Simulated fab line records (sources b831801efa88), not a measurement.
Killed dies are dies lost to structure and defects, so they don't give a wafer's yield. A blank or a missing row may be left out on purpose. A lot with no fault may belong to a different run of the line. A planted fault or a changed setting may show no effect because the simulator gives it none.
Shared-tool check / flow gf180mcu / 14 lots and 42 wafers in the sample

== WHY THIS WAS OPENED ==
At GF_HV_LDD_TW_MEAS_23 the reading HV_LDD_2_TW is flagged on 3 of 14 lots. Wafers without a fault read 1057, standard deviation 5.5.
Rule: a lot is flagged when every wafer of it that has a number lies more than 4 standard deviations from that mean, or none has a number. The other lots count as sound.

lot=L201; measured=day 10 15:14; on=film metro-01; HV_LDD_2_TW, wafer by wafer=1064 1064 1063; flag=
lot=L202; measured=day 11 06:22; on=film metro-03; HV_LDD_2_TW, wafer by wafer=1061 1060 1058; flag=
lot=L203; measured=day 11 11:51; on=film metro-01; HV_LDD_2_TW, wafer by wafer=1052 1051 1057; flag=
lot=L205; measured=day 12 03:27; on=film metro-01; HV_LDD_2_TW, wafer by wafer=1062 1059 1066; flag=
lot=L206; measured=day 12 08:34; on=film metro-01; HV_LDD_2_TW, wafer by wafer=1059 1062 1057; flag=
lot=L207; measured=day 12 14:28; on=film metro-01; HV_LDD_2_TW, wafer by wafer=1063 1059 1065; flag=
lot=L209; measured=day 13 07:17; on=film metro-02; HV_LDD_2_TW, wafer by wafer=1054 1049 1055; flag=
lot=L212; measured=day 14 05:50; on=film metro-03; HV_LDD_2_TW, wafer by wafer=972 978 970; flag=FLAGGED
lot=L213; measured=day 14 13:44; on=film metro-03; HV_LDD_2_TW, wafer by wafer=1062 1053 1064; flag=
lot=L214; measured=day 14 20:35; on=film metro-01; HV_LDD_2_TW, wafer by wafer=975 970 978; flag=FLAGGED
lot=L215; measured=day 15 04:28; on=film metro-02; HV_LDD_2_TW, wafer by wafer=968 969 967; flag=FLAGGED
lot=L220; measured=day 17 00:08; on=film metro-02; HV_LDD_2_TW, wafer by wafer=1051 1055 1053; flag=
lot=L221; measured=day 17 04:32; on=film metro-03; HV_LDD_2_TW, wafer by wafer=1067 1064 1061; flag=
lot=L224; measured=day 18 03:10; on=film metro-02; HV_LDD_2_TW, wafer by wafer=1060 1059 1054; flag=
The mean of the flagged lots' numbers is 972, -85 from the usual (-15 standard deviations).

== TOOL THAT RAN EACH LOT ==
The record holds 1 process step before the reading, out of a route of 602 steps. In each cell: the tool, then ch and the chambers that the sampled wafers went through, then the start.
lot=L201; flag=; GF_HV_LDD_IMPLANT_21=implanter-04 ch 0, day 10 14:59
lot=L202; flag=; GF_HV_LDD_IMPLANT_21=implanter-04 ch 0, day 11 06:09
lot=L203; flag=; GF_HV_LDD_IMPLANT_21=implanter-03 ch 0, day 11 11:37
lot=L205; flag=; GF_HV_LDD_IMPLANT_21=implanter-01 ch 0, day 12 03:13
lot=L206; flag=; GF_HV_LDD_IMPLANT_21=implanter-03 ch 0, day 12 08:20
lot=L207; flag=; GF_HV_LDD_IMPLANT_21=implanter-04 ch 0, day 12 14:14
lot=L209; flag=; GF_HV_LDD_IMPLANT_21=implanter-04 ch 0, day 13 07:02
lot=L212; flag=FLAGGED; GF_HV_LDD_IMPLANT_21=implanter-04 ch 0, day 14 05:35
lot=L213; flag=; GF_HV_LDD_IMPLANT_21=implanter-03 ch 0, day 14 13:29
lot=L214; flag=FLAGGED; GF_HV_LDD_IMPLANT_21=implanter-04 ch 0, day 14 20:20
lot=L215; flag=FLAGGED; GF_HV_LDD_IMPLANT_21=implanter-04 ch 0, day 15 04:16
lot=L220; flag=; GF_HV_LDD_IMPLANT_21=implanter-01 ch 0, day 16 23:53
lot=L221; flag=; GF_HV_LDD_IMPLANT_21=implanter-03 ch 0, day 17 04:17
lot=L224; flag=; GF_HV_LDD_IMPLANT_21=implanter-04 ch 0, day 18 02:57
What the steps here do:
- GF_HV_LDD_IMPLANT_21
- GF_HV_LDD_TW_MEAS_23

== FLAGGED OVER TOTAL, TOOL BY TOOL (the gauges that took the reading come last) ==
step=GF_HV_LDD_IMPLANT_21; tool=implanter-01; lots run=2; flagged=0; share of the flagged lots=none; sound lots run after its first flagged lot=-
step=GF_HV_LDD_IMPLANT_21; tool=implanter-03; lots run=4; flagged=0; share of the flagged lots=none; sound lots run after its first flagged lot=-
step=GF_HV_LDD_IMPLANT_21; tool=implanter-04; lots run=8; flagged=3; share of the flagged lots=all; sound lots run after its first flagged lot=1 (L224)
step=GF_HV_LDD_TW_MEAS_23; tool=film metro-01; lots run=6; flagged=1; share of the flagged lots=some; sound lots run after its first flagged lot=0
step=GF_HV_LDD_TW_MEAS_23; tool=film metro-02; lots run=4; flagged=1; share of the flagged lots=some; sound lots run after its first flagged lot=2 (L220,L224)
step=GF_HV_LDD_TW_MEAS_23; tool=film metro-03; lots run=4; flagged=1; share of the flagged lots=some; sound lots run after its first flagged lot=2 (L213,L221)

== WHAT IS ALLOWED BY THE TABLE ==
Rows of the table that ran each flagged lot: 1, that is implanter-04 at GF_HV_LDD_IMPLANT_21.
- implanter-04 at GF_HV_LDD_IMPLANT_21 ran 8 lots, 3 of them flagged. After the first flagged lot (L224), sound lots still ran on it; a lasting fault on the whole tool would not permit that. Its own readings (beam on s, faraday current uA) fall more than 4 standard deviations out on all wafers of the flagged lots.
Not one row of the table ran every flagged lot while running no sound lot after the first.

== WHAT THE SIMULATOR HAD INSERTED ==
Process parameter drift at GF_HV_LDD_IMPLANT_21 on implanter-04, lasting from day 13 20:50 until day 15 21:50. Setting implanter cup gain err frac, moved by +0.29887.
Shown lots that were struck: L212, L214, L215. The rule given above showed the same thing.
